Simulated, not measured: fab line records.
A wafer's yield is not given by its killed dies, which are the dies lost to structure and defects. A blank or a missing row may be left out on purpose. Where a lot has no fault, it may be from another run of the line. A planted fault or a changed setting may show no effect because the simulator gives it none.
The tool behind it: which one?	flow sfq_line	6 lots with 18 wafers sampled at 3 steps, on a route of 325 steps

## WHAT THE GAUGES READ, wafer by wafer
SFQ_C5_OVL_MEAS_937.
lot	measured	on	C5_OVL (nm)
L290	day 61 23:23	overlay-01	4 3 5
L292	day 62 08:35	overlay-01	-5 -6 -3
L299	day 77 03:08	overlay-01	-6 -6 -3
L304	day 77 17:47	overlay-01	-10 -8 -10
L307	day 78 02:53	overlay-02	8 10 7
L311	day 78 17:17	overlay-02	0 0 -6

## EACH LOT AND THE TOOL THAT RAN IT (in order: tool; ch and the chambers of the sampled wafers; start)
lot	SFQ_TRILAYER_I4_VIA_ETCH_VIA_ETCH_106	SFQ_TRILAYER_M5_ETCH_METAL_ETCH_126
L290	rie_diel-01 ch 0,3, day 55 06:42	rie_metal-04 ch 0,1, day 60 22:22
L292	rie_diel-01 ch 0,3, day 55 22:18	rie_metal-04 ch 0,1, day 61 13:52
L299	rie_diel-04 ch 0,2, day 59 04:21	rie_metal-03 ch 0,1, day 68 14:46
L304	rie_diel-04 ch 0,1, day 60 05:33	rie_metal-04 ch 0,1, day 69 10:35
L307	rie_diel-04 ch 0,1,2, day 60 12:56	rie_metal-01 ch 0,1, day 69 17:47
L311	rie_diel-01 ch 1,2, day 62 00:39	rie_metal-03 ch 0,1, day 70 20:07
- SFQ_TRILAYER_I4_VIA_ETCH_VIA_ETCH_106: etches SiO2 in CHF3, stops on Nb, target depth 260 nm.
- SFQ_TRILAYER_M5_ETCH_METAL_ETCH_126: etches Nb in Cl2/BCl3, stops on SiO2, time 203.2 s, target depth 265 nm.

## THE ANSWER, worked out from the rows above alone
Rule: usual is defined by the lots themselves. Put in order of their means at a reading, lots are off if they are a third of the lots or fewer, leave a main group of 4 or more, and stand apart from it by a gap of 3 or more times the standard deviation of the main group's means; of several such gaps the widest counts. A main group whose means are all the same, to the digits that the tables above print for the reading, isn't used. Also off: a lot with no number at a reading for which 4 or more lots have one. Any other lot the step has rows for is counted as sound.
Across all readings shown, no lot is off: no conclusion can be drawn from this.

## WHAT THE SIMULATOR HAD INSERTED
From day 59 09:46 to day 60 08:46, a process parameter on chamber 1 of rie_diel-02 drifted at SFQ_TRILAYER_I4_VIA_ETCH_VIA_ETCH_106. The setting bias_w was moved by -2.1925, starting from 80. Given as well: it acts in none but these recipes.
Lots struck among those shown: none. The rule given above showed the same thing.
